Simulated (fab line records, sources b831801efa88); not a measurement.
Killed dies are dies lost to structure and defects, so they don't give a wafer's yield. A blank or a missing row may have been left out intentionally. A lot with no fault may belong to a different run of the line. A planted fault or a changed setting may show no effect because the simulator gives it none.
fab line records || flow sky130 || part 2 of 2: steps 27 to 35 of 35
record: {"lots": 5, "wafers": 15, "last_day": 50}
route steps=708 shown METAL3@536 CAPM@537
lots untouched by any fault: they come from a run of this same line in which no faults occurred
start_h: start of the lot's first displayed wafer, in hours after the record's first day || wait_h: hours from the lot's prior step to this one || " as in the row above || L1.1+2: one row covering several wafers at once || - no value, or no start given || * or withheld: withheld || < > ~ a bound
route shown NAME@n: NAME is a module with steps in the file, n the number in the route of the first one || usual: mean and standard deviation over wafers with no fault || same: alike in all rows || chamber/n: place in a boat || sites: the reading at each site || _std_site: the values' standard deviation || _edge_site: the outer-site mean with the inner-site mean subtracted || radius_mm: for every site, how far away it sits from the centre of the wafer || mask NAME#n: copy n || behind: the last tool/chamber to shape the wafer || hold: reason for holding the lot/hours on hold/outcome of the hold || device: whichever transistor did not switch (one of n, p or np) || end of line: tests run on the same wafers once the route is complete || a step without rows: its recipe alone || killed: dies lost to structure and defects at the first sort, not the wafer's yield || map: a wafer's dies, marking killed ones x, the rest . and places with no die _
set.NAME: setting as actually run; set.NAME@STEP: the setting as run at that earlier step || model.NAME: the simulator's own value behind a step, which no gauge read
a table for each step, a row for each wafer; lots at some steps of the route
services: a tool's chamber out of use, with start hour (start_h, from the record's first day; less than 0 if before it), hours out, and reason
== steps ==
step: SKY_METAL3_DEVELOP_12
recipe: {"develop_time_s": 60, "resist": "KrF-thick", "dev_temp_c": 21}
usual: {"exhaust_pa": "45.1/0.88"}
same: {"develop_time_s": 60}
{"lot.wafer": "L077.1", "tool": "litho_track-04", "chamber": 0, "start_h": "-", "wait_h": "-", "exhaust_pa": 47.0}
{"lot.wafer": "L077.4", "tool": "litho_track-04", "chamber": 0, "start_h": "-", "wait_h": "-", "exhaust_pa": 47.3}
{"lot.wafer": "L077.6", "tool": "litho_track-04", "chamber": 0, "start_h": "-", "wait_h": "-", "exhaust_pa": 45.0}
{"lot.wafer": "L083.2", "tool": "litho_track-02", "chamber": 0, "start_h": "-", "wait_h": "-", "exhaust_pa": 45.0}
{"lot.wafer": "L083.3", "tool": "litho_track-02", "chamber": 0, "start_h": "-", "wait_h": "-", "exhaust_pa": 45.0}
{"lot.wafer": "L083.4", "tool": "litho_track-02", "chamber": 0, "start_h": "-", "wait_h": "-", "exhaust_pa": 44.1}
{"lot.wafer": "L089.1", "tool": "litho_track-04", "chamber": 0, "start_h": "-", "wait_h": "-", "exhaust_pa": 45.8}
{"lot.wafer": "L089.3", "tool": "litho_track-04", "chamber": 0, "start_h": "-", "wait_h": "-", "exhaust_pa": 45.6}
{"lot.wafer": "L089.4", "tool": "litho_track-04", "chamber": 0, "start_h": "-", "wait_h": "-", "exhaust_pa": 45.8}
{"lot.wafer": "L094.1", "tool": "litho_track-04", "chamber": 0, "start_h": "-", "wait_h": "-", "exhaust_pa": 44.7}
{"lot.wafer": "L094.4", "tool": "litho_track-04", "chamber": 0, "start_h": "-", "wait_h": "-", "exhaust_pa": 43.5}
{"lot.wafer": "L094.6", "tool": "litho_track-04", "chamber": 0, "start_h": "-", "wait_h": "-", "exhaust_pa": 44.0}
{"lot.wafer": "L095.2", "tool": "litho_track-03", "chamber": 0, "start_h": "-", "wait_h": "-", "exhaust_pa": 45.1}
{"lot.wafer": "L095.4", "tool": "litho_track-03", "chamber": 0, "start_h": "-", "wait_h": "-", "exhaust_pa": 43.8}
{"lot.wafer": "L095.6", "tool": "litho_track-03", "chamber": 0, "start_h": "-", "wait_h": "-", "exhaust_pa": 44.0}
step: SKY_METAL3_CD_MEAS_13
recipe: {"target_cd_nm": 300}
usual: {"cd_nm": "300.5/1.4"}
{"lot.wafer": "L077.1", "tool": "cd_sem-02", "chamber": "-", "start_h": 941.83, "wait_h": "-", "cd_nm": 300.9}
{"lot.wafer": "L077.4", "tool": "cd_sem-02", "chamber": "-", "start_h": 941.83, "wait_h": "-", "cd_nm": 300.6}
{"lot.wafer": "L077.6", "tool": "cd_sem-02", "chamber": "-", "start_h": 941.83, "wait_h": "-", "cd_nm": 299.4}
{"lot.wafer": "L083.2", "tool": "cd_sem-01", "chamber": "-", "start_h": 987.60, "wait_h": "-", "cd_nm": 301.2}
{"lot.wafer": "L083.3", "tool": "cd_sem-01", "chamber": "-", "start_h": 987.60, "wait_h": "-", "cd_nm": 299.4}
{"lot.wafer": "L083.4", "tool": "cd_sem-01", "chamber": "-", "start_h": 987.60, "wait_h": "-", "cd_nm": 299.7}
{"lot.wafer": "L089.1", "tool": "cd_sem-02", "chamber": "-", "start_h": 1024.73, "wait_h": "-", "cd_nm": 300.9}
{"lot.wafer": "L089.3", "tool": "cd_sem-02", "chamber": "-", "start_h": 1024.73, "wait_h": "-", "cd_nm": 301.1}
{"lot.wafer": "L089.4", "tool": "cd_sem-02", "chamber": "-", "start_h": 1024.73, "wait_h": "-", "cd_nm": 300.8}
{"lot.wafer": "L094.1", "tool": "cd_sem-02", "chamber": "-", "start_h": 1043.83, "wait_h": "-", "cd_nm": 298.5}
{"lot.wafer": "L094.4", "tool": "cd_sem-02", "chamber": "-", "start_h": 1043.83, "wait_h": "-", "cd_nm": 298.0}
{"lot.wafer": "L094.6", "tool": "cd_sem-02", "chamber": "-", "start_h": 1043.83, "wait_h": "-", "cd_nm": 300.3}
{"lot.wafer": "L095.2", "tool": "cd_sem-01", "chamber": "-", "start_h": 1057.27, "wait_h": "-", "cd_nm": 301.2}
{"lot.wafer": "L095.4", "tool": "cd_sem-01", "chamber": "-", "start_h": 1057.27, "wait_h": "-", "cd_nm": 300.9}
{"lot.wafer": "L095.6", "tool": "cd_sem-01", "chamber": "-", "start_h": 1057.27, "wait_h": "-", "cd_nm": 302.6}
step: SKY_METAL3_OVL_MEAS_14
usual: {"METAL3_OVL": "1/5.9"}
{"lot.wafer": "L077.1", "tool": "overlay-01", "chamber": "-", "start_h": 941.95, "wait_h": 0.1, "METAL3_OVL[nm]": 1}
{"lot.wafer": "L077.4", "tool": "overlay-01", "chamber": "-", "start_h": 941.95, "wait_h": 0.1, "METAL3_OVL[nm]": -5}
{"lot.wafer": "L077.6", "tool": "overlay-01", "chamber": "-", "start_h": 941.95, "wait_h": 0.1, "METAL3_OVL[nm]": -4}
{"lot.wafer": "L083.2", "tool": "overlay-02", "chamber": "-", "start_h": 987.71, "wait_h": 0.1, "METAL3_OVL[nm]": -5}
{"lot.wafer": "L083.3", "tool": "overlay-02", "chamber": "-", "start_h": 987.71, "wait_h": 0.1, "METAL3_OVL[nm]": -2}
{"lot.wafer": "L083.4", "tool": "overlay-02", "chamber": "-", "start_h": 987.71, "wait_h": 0.1, "METAL3_OVL[nm]": -7}
{"lot.wafer": "L089.1", "tool": "overlay-01", "chamber": "-", "start_h": 1024.85, "wait_h": 0.1, "METAL3_OVL[nm]": 0}
{"lot.wafer": "L089.3", "tool": "overlay-01", "chamber": "-", "start_h": 1024.85, "wait_h": 0.1, "METAL3_OVL[nm]": -6}
{"lot.wafer": "L089.4", "tool": "overlay-01", "chamber": "-", "start_h": 1024.85, "wait_h": 0.1, "METAL3_OVL[nm]": 1}
{"lot.wafer": "L094.1", "tool": "overlay-02", "chamber": "-", "start_h": 1043.95, "wait_h": 0.1, "METAL3_OVL[nm]": -7}
{"lot.wafer": "L094.4", "tool": "overlay-02", "chamber": "-", "start_h": 1043.95, "wait_h": 0.1, "METAL3_OVL[nm]": -2}
{"lot.wafer": "L094.6", "tool": "overlay-02", "chamber": "-", "start_h": 1043.95, "wait_h": 0.1, "METAL3_OVL[nm]": 4}
{"lot.wafer": "L095.2", "tool": "overlay-01", "chamber": "-", "start_h": 1057.38, "wait_h": 0.1, "METAL3_OVL[nm]": 2}
{"lot.wafer": "L095.4", "tool": "overlay-01", "chamber": "-", "start_h": 1057.38, "wait_h": 0.1, "METAL3_OVL[nm]": 6}
{"lot.wafer": "L095.6", "tool": "overlay-01", "chamber": "-", "start_h": 1057.38, "wait_h": 0.1, "METAL3_OVL[nm]": 4}
step: SKY_METAL3_DESCUM_15
recipe: {"chemistry": "O2", "source_power_w": 150, "bias_power_w": 0, "pressure_mtorr": 10, "temp_c": 40, "time_s": 8}
usual: {"drypump_motor_current_A": "5.7/0.42", "oes_product_au": "0.996/0.015"}
same: {"time_s": 8}
{"lot.wafer": "L077.1", "tool": "rie_metal-04", "chamber": 1, "start_h": 941.98, "wait_h": 0.0, "drypump_motor_current_A": 5.2, "oes_product_au": 0.991, "rf_hours_counter_h": 19}
{"lot.wafer": "L077.4", "tool": "rie_metal-04", "chamber": 0, "start_h": 941.98, "wait_h": 0.0, "drypump_motor_current_A": 5.0, "oes_product_au": 0.985, "rf_hours_counter_h": "-"}
{"lot.wafer": "L077.6", "tool": "rie_metal-04", "chamber": 1, "start_h": 941.98, "wait_h": 0.0, "drypump_motor_current_A": 5.2, "oes_product_au": 1.005, "rf_hours_counter_h": "-"}
{"lot.wafer": "L083.2", "tool": "rie_metal-03", "chamber": 0, "start_h": 987.74, "wait_h": 0.0, "drypump_motor_current_A": 5.6, "oes_product_au": 0.989, "rf_hours_counter_h": 7}
{"lot.wafer": "L083.3", "tool": "rie_metal-03", "chamber": 0, "start_h": 987.74, "wait_h": 0.0, "drypump_motor_current_A": 5.6, "oes_product_au": 0.991, "rf_hours_counter_h": "-"}
{"lot.wafer": "L083.4", "tool": "rie_metal-03", "chamber": 1, "start_h": 987.74, "wait_h": 0.0, "drypump_motor_current_A": 6.2, "oes_product_au": 1.015, "rf_hours_counter_h": "-"}
{"lot.wafer": "L089.1", "tool": "rie_metal-04", "chamber": 0, "start_h": 1024.88, "wait_h": 0.0, "drypump_motor_current_A": 5.0, "oes_product_au": 0.960, "rf_hours_counter_h": 15}
{"lot.wafer": "L089.3", "tool": "rie_metal-04", "chamber": 1, "start_h": 1024.88, "wait_h": 0.0, "drypump_motor_current_A": 5.2, "oes_product_au": 0.993, "rf_hours_counter_h": "-"}
{"lot.wafer": "L089.4", "tool": "rie_metal-04", "chamber": 0, "start_h": 1024.88, "wait_h": 0.0, "drypump_motor_current_A": 5.0, "oes_product_au": 0.969, "rf_hours_counter_h": "-"}
{"lot.wafer": "L094.1", "tool": "rie_metal-04", "chamber": 0, "start_h": 1043.98, "wait_h": 0.0, "drypump_motor_current_A": 5.0, "oes_product_au": 0.976, "rf_hours_counter_h": 16}
{"lot.wafer": "L094.4", "tool": "rie_metal-04", "chamber": 0, "start_h": 1043.98, "wait_h": 0.0, "drypump_motor_current_A": 5.0, "oes_product_au": 0.966, "rf_hours_counter_h": "-"}
{"lot.wafer": "L094.6", "tool": "rie_metal-04", "chamber": 1, "start_h": 1043.98, "wait_h": 0.0, "drypump_motor_current_A": 5.1, "oes_product_au": 0.994, "rf_hours_counter_h": "-"}
{"lot.wafer": "L095.2", "tool": "rie_metal-03", "chamber": 0, "start_h": 1057.41, "wait_h": 0.0, "drypump_motor_current_A": 5.7, "oes_product_au": 0.981, "rf_hours_counter_h": 11}
{"lot.wafer": "L095.4", "tool": "rie_metal-03", "chamber": 0, "start_h": 1057.41, "wait_h": 0.0, "drypump_motor_current_A": 5.6, "oes_product_au": 0.987, "rf_hours_counter_h": "-"}
{"lot.wafer": "L095.6", "tool": "rie_metal-03", "chamber": 0, "start_h": 1057.41, "wait_h": 0.0, "drypump_motor_current_A": 5.7, "oes_product_au": 0.981, "rf_hours_counter_h": "-"}
step: SKY_METAL3_ETCH_16
recipe: {"chemistry": "N2/H2", "target": "BARC", "ion_energy_ev": 200, "bias_w": 100, "pressure_mtorr": 30, "n2_flow_sccm": 100, "h2_flow_sccm": 200, "icp_w": 500, "stop_on": "SiO2", "time_s": 88.2, "target_depth_a": 600}
usual: {"drypump_motor_current_A": "5.7/0.42", "oes_product_au": "0.626/0.0043", "throttle_valve_pct": "13.205/0.0095"}
same: {"time_s": 88.2}
{"lot.wafer": "L077.1", "tool": "rie_metal-04", "chamber": 1, "start_h": 942.02, "wait_h": 0.0, "drypump_motor_current_A": 5.1, "oes_product_au": 0.623, "rf_hours_counter_h": 19, "throttle_valve_pct": 13.189}
{"lot.wafer": "L077.4", "tool": "rie_metal-04", "chamber": 0, "start_h": 942.02, "wait_h": 0.0, "drypump_motor_current_A": 5.1, "oes_product_au": 0.624, "rf_hours_counter_h": "-", "throttle_valve_pct": 13.218}
{"lot.wafer": "L077.6", "tool": "rie_metal-04", "chamber": 1, "start_h": 942.02, "wait_h": 0.0, "drypump_motor_current_A": 5.2, "oes_product_au": 0.627, "rf_hours_counter_h": "-", "throttle_valve_pct": 13.215}
{"lot.wafer": "L083.2", "tool": "rie_metal-03", "chamber": 0, "start_h": 987.77, "wait_h": 0.0, "drypump_motor_current_A": 5.6, "oes_product_au": 0.632, "rf_hours_counter_h": 7, "throttle_valve_pct": 13.219}
{"lot.wafer": "L083.3", "tool": "rie_metal-03", "chamber": 0, "start_h": 987.77, "wait_h": 0.0, "drypump_motor_current_A": 5.7, "oes_product_au": 0.627, "rf_hours_counter_h": "-", "throttle_valve_pct": 13.204}
{"lot.wafer": "L083.4", "tool": "rie_metal-03", "chamber": 1, "start_h": 987.77, "wait_h": 0.0, "drypump_motor_current_A": 6.2, "oes_product_au": 0.629, "rf_hours_counter_h": "-", "throttle_valve_pct": 13.205}
{"lot.wafer": "L089.1", "tool": "rie_metal-04", "chamber": 0, "start_h": 1024.92, "wait_h": 0.0, "drypump_motor_current_A": 5.1, "oes_product_au": 0.625, "rf_hours_counter_h": 15, "throttle_valve_pct": 13.215}
{"lot.wafer": "L089.3", "tool": "rie_metal-04", "chamber": 1, "start_h": 1024.92, "wait_h": 0.0, "drypump_motor_current_A": 5.2, "oes_product_au": 0.620, "rf_hours_counter_h": "-", "throttle_valve_pct": 13.211}
{"lot.wafer": "L089.4", "tool": "rie_metal-04", "chamber": 0, "start_h": 1024.92, "wait_h": 0.0, "drypump_motor_current_A": 5.1, "oes_product_au": 0.626, "rf_hours_counter_h": "-", "throttle_valve_pct": 13.212}
{"lot.wafer": "L094.1", "tool": "rie_metal-04", "chamber": 0, "start_h": 1044.02, "wait_h": 0.0, "drypump_motor_current_A": 5.1, "oes_product_au": 0.630, "rf_hours_counter_h": 16, "throttle_valve_pct": 13.213}
{"lot.wafer": "L094.4", "tool": "rie_metal-04", "chamber": 0, "start_h": 1044.02, "wait_h": 0.0, "drypump_motor_current_A": 5.0, "oes_product_au": 0.629, "rf_hours_counter_h": "-", "throttle_valve_pct": 13.218}
{"lot.wafer": "L094.6", "tool": "rie_metal-04", "chamber": 1, "start_h": 1044.02, "wait_h": 0.0, "drypump_motor_current_A": 5.2, "oes_product_au": 0.623, "rf_hours_counter_h": "-", "throttle_valve_pct": 13.201}
{"lot.wafer": "L095.2", "tool": "rie_metal-03", "chamber": 0, "start_h": 1057.44, "wait_h": 0.0, "drypump_motor_current_A": 5.7, "oes_product_au": 0.629, "rf_hours_counter_h": 11, "throttle_valve_pct": 13.214}
{"lot.wafer": "L095.4", "tool": "rie_metal-03", "chamber": 0, "start_h": 1057.44, "wait_h": 0.0, "drypump_motor_current_A": 5.6, "oes_product_au": 0.627, "rf_hours_counter_h": "-", "throttle_valve_pct": 13.199}
{"lot.wafer": "L095.6", "tool": "rie_metal-03", "chamber": 0, "start_h": 1057.44, "wait_h": 0.0, "drypump_motor_current_A": 5.6, "oes_product_au": 0.627, "rf_hours_counter_h": "-", "throttle_valve_pct": 13.187}
step: SKY_METAL3_ETCH_17
recipe: {"target": "SiO2", "stop_on": "TiN", "chemistry": "C4F8/O2/Ar", "source_w": 1500, "bias_w": 1200, "pressure_mtorr": 40, "c4f8_flow_sccm": "withheld", "O2_flow_sccm": 6, "Ar_flow_sccm": 300, "time_s": 3.9, "target_depth_a": 150}
usual: {"oes_product_au": "0.756/0.0075"}
same: {"time_s": 3.9}
{"lot.wafer": "L077.1", "tool": "rie_diel-04", "chamber": 2, "start_h": 942.11, "wait_h": 0.1, "oes_product_au": 0.758, "rf_hours_counter_h": 17}
{"lot.wafer": "L077.4", "tool": "rie_diel-04", "chamber": 0, "start_h": 942.11, "wait_h": 0.1, "oes_product_au": 0.760, "rf_hours_counter_h": 16}
{"lot.wafer": "L077.6", "tool": "rie_diel-04", "chamber": 2, "start_h": 942.11, "wait_h": 0.1, "oes_product_au": 0.760, "rf_hours_counter_h": "-"}
{"lot.wafer": "L083.2", "tool": "rie_diel-01", "chamber": 3, "start_h": 987.87, "wait_h": 0.1, "oes_product_au": 0.755, "rf_hours_counter_h": 7}
{"lot.wafer": "L083.3", "tool": "rie_diel-01", "chamber": 0, "start_h": 987.87, "wait_h": 0.1, "oes_product_au": 0.756, "rf_hours_counter_h": 11}
{"lot.wafer": "L083.4", "tool": "rie_diel-01", "chamber": 2, "start_h": 987.87, "wait_h": 0.1, "oes_product_au": 0.755, "rf_hours_counter_h": 11}
{"lot.wafer": "L089.1", "tool": "rie_diel-01", "chamber": 3, "start_h": 1025.02, "wait_h": 0.1, "oes_product_au": 0.744, "rf_hours_counter_h": 9}
{"lot.wafer": "L089.3", "tool": "rie_diel-01", "chamber": 2, "start_h": 1025.02, "wait_h": 0.1, "oes_product_au": 0.750, "rf_hours_counter_h": 12}
{"lot.wafer": "L089.4", "tool": "rie_diel-01", "chamber": 0, "start_h": 1025.02, "wait_h": 0.1, "oes_product_au": 0.764, "rf_hours_counter_h": 12}
{"lot.wafer": "L094.1", "tool": "rie_diel-02", "chamber": 0, "start_h": 1044.12, "wait_h": 0.1, "oes_product_au": 0.754, "rf_hours_counter_h": 16}
{"lot.wafer": "L094.4", "tool": "rie_diel-02", "chamber": 0, "start_h": 1044.12, "wait_h": 0.1, "oes_product_au": 0.750, "rf_hours_counter_h": "-"}
{"lot.wafer": "L094.6", "tool": "rie_diel-02", "chamber": 2, "start_h": 1044.12, "wait_h": 0.1, "oes_product_au": 0.768, "rf_hours_counter_h": "-"}
{"lot.wafer": "L095.2", "tool": "rie_diel-02", "chamber": 0, "start_h": 1057.54, "wait_h": 0.1, "oes_product_au": 0.759, "rf_hours_counter_h": 16}
{"lot.wafer": "L095.4", "tool": "rie_diel-02", "chamber": 3, "start_h": 1057.54, "wait_h": 0.1, "oes_product_au": 0.755, "rf_hours_counter_h": 12}
{"lot.wafer": "L095.6", "tool": "rie_diel-02", "chamber": 0, "start_h": 1057.54, "wait_h": 0.1, "oes_product_au": 0.763, "rf_hours_counter_h": "-"}
step: SKY_METAL3_METAL_ETCH_18
recipe: {"target_depth_a": 8450, "stop_on": "SiO2", "over_etch_frac": 0.3, "time_s": 183.1, "chemistry": "Cl2/BCl3", "resist_sidewall_deg": 88, "pressure_mtorr": 10, "icp_w": 900, "bias_w": 48.5, "Cl2_flow_sccm": 60, "bcl3_flow_sccm": 30}
usual: {"drypump_motor_current_A": "5.6/0.44", "oes_product_au": "0.865/0.0088", "throttle_valve_pct": "22.265/0.01"}
same: {"time_s": 183.1}
{"lot.wafer": "L077.1", "tool": "rie_metal-03", "chamber": 1, "start_h": 942.13, "wait_h": 0.0, "drypump_motor_current_A": 6.2, "oes_product_au": 0.856, "rf_hours_counter_h": 10, "throttle_valve_pct": 22.270}
{"lot.wafer": "L077.4", "tool": "rie_metal-03", "chamber": 0, "start_h": 942.13, "wait_h": 0.0, "drypump_motor_current_A": 5.6, "oes_product_au": 0.857, "rf_hours_counter_h": "-", "throttle_valve_pct": 22.248}
{"lot.wafer": "L077.6", "tool": "rie_metal-03", "chamber": 0, "start_h": 942.13, "wait_h": 0.0, "drypump_motor_current_A": 5.6, "oes_product_au": 0.868, "rf_hours_counter_h": "-", "throttle_valve_pct": 22.272}
{"lot.wafer": "L083.2", "tool": "rie_metal-01", "chamber": 0, "start_h": 987.89, "wait_h": 0.0, "drypump_motor_current_A": 6.0, "oes_product_au": 0.867, "rf_hours_counter_h": 19, "throttle_valve_pct": 22.264}
{"lot.wafer": "L083.3", "tool": "rie_metal-01", "chamber": 0, "start_h": 987.89, "wait_h": 0.0, "drypump_motor_current_A": 6.0, "oes_product_au": 0.871, "rf_hours_counter_h": "-", "throttle_valve_pct": 22.260}
{"lot.wafer": "L083.4", "tool": "rie_metal-01", "chamber": 1, "start_h": 987.89, "wait_h": 0.0, "drypump_motor_current_A": 6.0, "oes_product_au": 0.872, "rf_hours_counter_h": "-", "throttle_valve_pct": 22.262}
{"lot.wafer": "L089.1", "tool": "rie_metal-01", "chamber": 1, "start_h": 1025.03, "wait_h": 0.0, "drypump_motor_current_A": 6.0, "oes_product_au": 0.863, "rf_hours_counter_h": 15, "throttle_valve_pct": 22.266}
{"lot.wafer": "L089.3", "tool": "rie_metal-01", "chamber": 1, "start_h": 1025.03, "wait_h": 0.0, "drypump_motor_current_A": 6.0, "oes_product_au": 0.852, "rf_hours_counter_h": "-", "throttle_valve_pct": 22.264}
{"lot.wafer": "L089.4", "tool": "rie_metal-01", "chamber": 0, "start_h": 1025.03, "wait_h": 0.0, "drypump_motor_current_A": 6.0, "oes_product_au": 0.866, "rf_hours_counter_h": "-", "throttle_valve_pct": 22.261}
{"lot.wafer": "L094.1", "tool": "rie_metal-01", "chamber": 0, "start_h": 1044.13, "wait_h": 0.0, "drypump_motor_current_A": 6.0, "oes_product_au": 0.858, "rf_hours_counter_h": 23, "throttle_valve_pct": 22.272}
{"lot.wafer": "L094.4", "tool": "rie_metal-01", "chamber": 0, "start_h": 1044.13, "wait_h": 0.0, "drypump_motor_current_A": 6.0, "oes_product_au": 0.874, "rf_hours_counter_h": "-", "throttle_valve_pct": 22.274}
{"lot.wafer": "L094.6", "tool": "rie_metal-01", "chamber": 0, "start_h": 1044.13, "wait_h": 0.0, "drypump_motor_current_A": 6.0, "oes_product_au": 0.877, "rf_hours_counter_h": "-", "throttle_valve_pct": 22.267}
{"lot.wafer": "L095.2", "tool": "rie_metal-04", "chamber": 1, "start_h": 1057.56, "wait_h": 0.0, "drypump_motor_current_A": 5.1, "oes_product_au": 0.859, "rf_hours_counter_h": 4, "throttle_valve_pct": 22.259}
{"lot.wafer": "L095.4", "tool": "rie_metal-04", "chamber": 0, "start_h": 1057.56, "wait_h": 0.0, "drypump_motor_current_A": 5.0, "oes_product_au": 0.859, "rf_hours_counter_h": "-", "throttle_valve_pct": 22.259}
{"lot.wafer": "L095.6", "tool": "rie_metal-04", "chamber": 0, "start_h": 1057.56, "wait_h": 0.0, "drypump_motor_current_A": 5.0, "oes_product_au": 0.852, "rf_hours_counter_h": "-", "throttle_valve_pct": 22.269}
step: SKY_METAL3_STRIP_19
recipe: {"chemistry": "O2/N2", "power_w": 1400, "pressure_mtorr": 1500, "platen_temp_c": "withheld", "o2_flow_sccm": 3000, "n2_flow_sccm": 300, "overash_fraction": 0.5}
usual: {"drypump_motor_current_A": "5.7/0.46", "oes_product_au": "0.503/0.0067", "strip_time_to_endpoint_s": "6.57/0.13"}
{"lot.wafer": "L077.1", "tool": "plasma_asher-01", "chamber": 1, "start_h": 942.31, "wait_h": 0.1, "drypump_motor_current_A": 5.4, "oes_product_au": 0.506, "rf_hours_counter_h": 20, "strip_time_to_endpoint_s": 6.67}
{"lot.wafer": "L077.4", "tool": "plasma_asher-01", "chamber": 0, "start_h": 942.31, "wait_h": 0.1, "drypump_motor_current_A": 6.3, "oes_product_au": 0.502, "rf_hours_counter_h": "-", "strip_time_to_endpoint_s": 6.69}
{"lot.wafer": "L077.6", "tool": "plasma_asher-01", "chamber": 1, "start_h": 942.31, "wait_h": 0.1, "drypump_motor_current_A": 5.4, "oes_product_au": 0.508, "rf_hours_counter_h": "-", "strip_time_to_endpoint_s": 6.68}
{"lot.wafer": "L083.2", "tool": "plasma_asher-03", "chamber": 0, "start_h": 988.06, "wait_h": 0.1, "drypump_motor_current_A": 5.1, "oes_product_au": 0.493, "rf_hours_counter_h": 123, "strip_time_to_endpoint_s": 6.35}
{"lot.wafer": "L083.3", "tool": "plasma_asher-03", "chamber": 1, "start_h": 988.06, "wait_h": 0.1, "drypump_motor_current_A": 6.0, "oes_product_au": 0.499, "rf_hours_counter_h": "-", "strip_time_to_endpoint_s": 6.38}
{"lot.wafer": "L083.4", "tool": "plasma_asher-03", "chamber": 0, "start_h": 988.06, "wait_h": 0.1, "drypump_motor_current_A": 5.0, "oes_product_au": 0.493, "rf_hours_counter_h": "-", "strip_time_to_endpoint_s": 6.32}
{"lot.wafer": "L089.1", "tool": "plasma_asher-04", "chamber": 0, "start_h": 1025.21, "wait_h": 0.1, "drypump_motor_current_A": 6.0, "oes_product_au": 0.500, "rf_hours_counter_h": 87, "strip_time_to_endpoint_s": 6.46}
{"lot.wafer": "L089.3", "tool": "plasma_asher-04", "chamber": 1, "start_h": 1025.21, "wait_h": 0.1, "drypump_motor_current_A": 5.7, "oes_product_au": 0.499, "rf_hours_counter_h": "-", "strip_time_to_endpoint_s": 6.46}
{"lot.wafer": "L089.4", "tool": "plasma_asher-04", "chamber": 0, "start_h": 1025.21, "wait_h": 0.1, "drypump_motor_current_A": 6.0, "oes_product_au": 0.496, "rf_hours_counter_h": "-", "strip_time_to_endpoint_s": 6.54}
{"lot.wafer": "L094.1", "tool": "plasma_asher-03", "chamber": 1, "start_h": 1044.31, "wait_h": 0.1, "drypump_motor_current_A": 6.0, "oes_product_au": 0.508, "rf_hours_counter_h": 130, "strip_time_to_endpoint_s": 6.51}
{"lot.wafer": "L094.4", "tool": "plasma_asher-03", "chamber": 1, "start_h": 1044.31, "wait_h": 0.1, "drypump_motor_current_A": 6.0, "oes_product_au": 0.504, "rf_hours_counter_h": "-", "strip_time_to_endpoint_s": 6.64}
{"lot.wafer": "L094.6", "tool": "plasma_asher-03", "chamber": 0, "start_h": 1044.31, "wait_h": 0.1, "drypump_motor_current_A": 5.1, "oes_product_au": 0.503, "rf_hours_counter_h": "-", "strip_time_to_endpoint_s": 6.56}
{"lot.wafer": "L095.2", "tool": "plasma_asher-01", "chamber": 0, "start_h": 1057.74, "wait_h": 0.1, "drypump_motor_current_A": 6.3, "oes_product_au": 0.502, "rf_hours_counter_h": 32, "strip_time_to_endpoint_s": 6.62}
{"lot.wafer": "L095.4", "tool": "plasma_asher-01", "chamber": 1, "start_h": 1057.74, "wait_h": 0.1, "drypump_motor_current_A": 5.4, "oes_product_au": 0.510, "rf_hours_counter_h": "-", "strip_time_to_endpoint_s": 6.83}
{"lot.wafer": "L095.6", "tool": "plasma_asher-01", "chamber": 1, "start_h": 1057.74, "wait_h": 0.1, "drypump_motor_current_A": 5.4, "oes_product_au": 0.520, "rf_hours_counter_h": "-", "strip_time_to_endpoint_s": 6.85}
step: SKY_METAL3_STRIP_20
recipe: {"chemistry": "post_etch_residue_remover", "time_s": 1200, "temp_c": 72.5}
same: {"time_s": 1200}
{"lot.wafer": "L077.1+4+6", "tool": "wet_bench-01", "chamber": 1, "start_h": 942.41, "wait_h": 0.1}
{"lot.wafer": "L083.2+3+4", "tool": "wet_bench-03", "chamber": 0, "start_h": 988.16, "wait_h": 0.1}
{"lot.wafer": "L089.1+3+4", "tool": "wet_bench-03", "chamber": 1, "start_h": 1025.31, "wait_h": 0.1}
{"lot.wafer": "L094.1+4+6", "tool": "wet_bench-02", "chamber": 1, "start_h": 1044.41, "wait_h": 0.1}
{"lot.wafer": "L095.2+4+6", "tool": "wet_bench-02", "chamber": 0, "start_h": 1057.84, "wait_h": 0.1}
== services ==
{"tool": "pvd_sputter-04", "chamber": "-", "start_h": 871.07, "hours": 0.6, "kind": "repair"}
{"tool": "pvd_sputter-04", "chamber": "-", "start_h": 878.24, "hours": 1.3, "kind": "repair"}
{"tool": "iline_stepper-01", "chamber": "-", "start_h": 884.05, "hours": 1.7, "kind": "pm"}
{"tool": "krf_scanner-01", "chamber": "-", "start_h": 899.96, "hours": 1.3, "kind": "pm"}
{"tool": "krf_scanner-02", "chamber": "-", "start_h": 901.28, "hours": 1.3, "kind": "pm"}
{"tool": "rie_metal-01", "chamber": 1, "start_h": 902.56, "hours": 12.2, "kind": "repair"}
{"tool": "rie_diel-02", "chamber": 0, "start_h": 908.17, "hours": 13.9, "kind": "repair"}
{"tool": "rie_diel-01", "chamber": "-", "start_h": 909.10, "hours": 1.2, "kind": "repair"}
{"tool": "pecvd-04", "chamber": "-", "start_h": 912.18, "hours": 0.6, "kind": "repair"}
{"tool": "plasma_asher-01", "chamber": "-", "start_h": 913.00, "hours": 7.8, "kind": "repair"}
{"tool": "rie_diel-01", "chamber": "-", "start_h": 917.14, "hours": 0.2, "kind": "repair"}
{"tool": "iline_stepper-02", "chamber": "-", "start_h": 917.97, "hours": 4.4, "kind": "pm"}
{"tool": "iline_stepper-01", "chamber": "-", "start_h": 930.51, "hours": 15.4, "kind": "repair"}
{"tool": "krf_scanner-02", "chamber": "-", "start_h": 933.45, "hours": 1.0, "kind": "pm"}
{"tool": "iline_stepper-02", "chamber": "-", "start_h": 962.42, "hours": 2.1, "kind": "pm"}
{"tool": "pvd_sputter-01", "chamber": "-", "start_h": 972.30, "hours": 1.1, "kind": "repair"}
{"tool": "krf_scanner-02", "chamber": "-", "start_h": 985.43, "hours": 0.8, "kind": "pm"}
{"tool": "wet_bench-01", "chamber": "-", "start_h": 1007.84, "hours": 3.2, "kind": "repair"}
{"tool": "krf_scanner-02", "chamber": "-", "start_h": 1012.30, "hours": 2.7, "kind": "repair"}
{"tool": "iline_stepper-02", "chamber": "-", "start_h": 1030.86, "hours": 5.9, "kind": "repair"}
{"tool": "plasma_asher-04", "chamber": "-", "start_h": 1036.06, "hours": 6.7, "kind": "pm"}
{"tool": "pvd_sputter-04", "chamber": "-", "start_h": 1037.13, "hours": 13.5, "kind": "repair"}
{"tool": "iline_stepper-02", "chamber": "-", "start_h": 1044.99, "hours": 1.7, "kind": "pm"}
{"tool": "plasma_asher-03", "chamber": "-", "start_h": 1055.34, "hours": 9.0, "kind": "pm"}
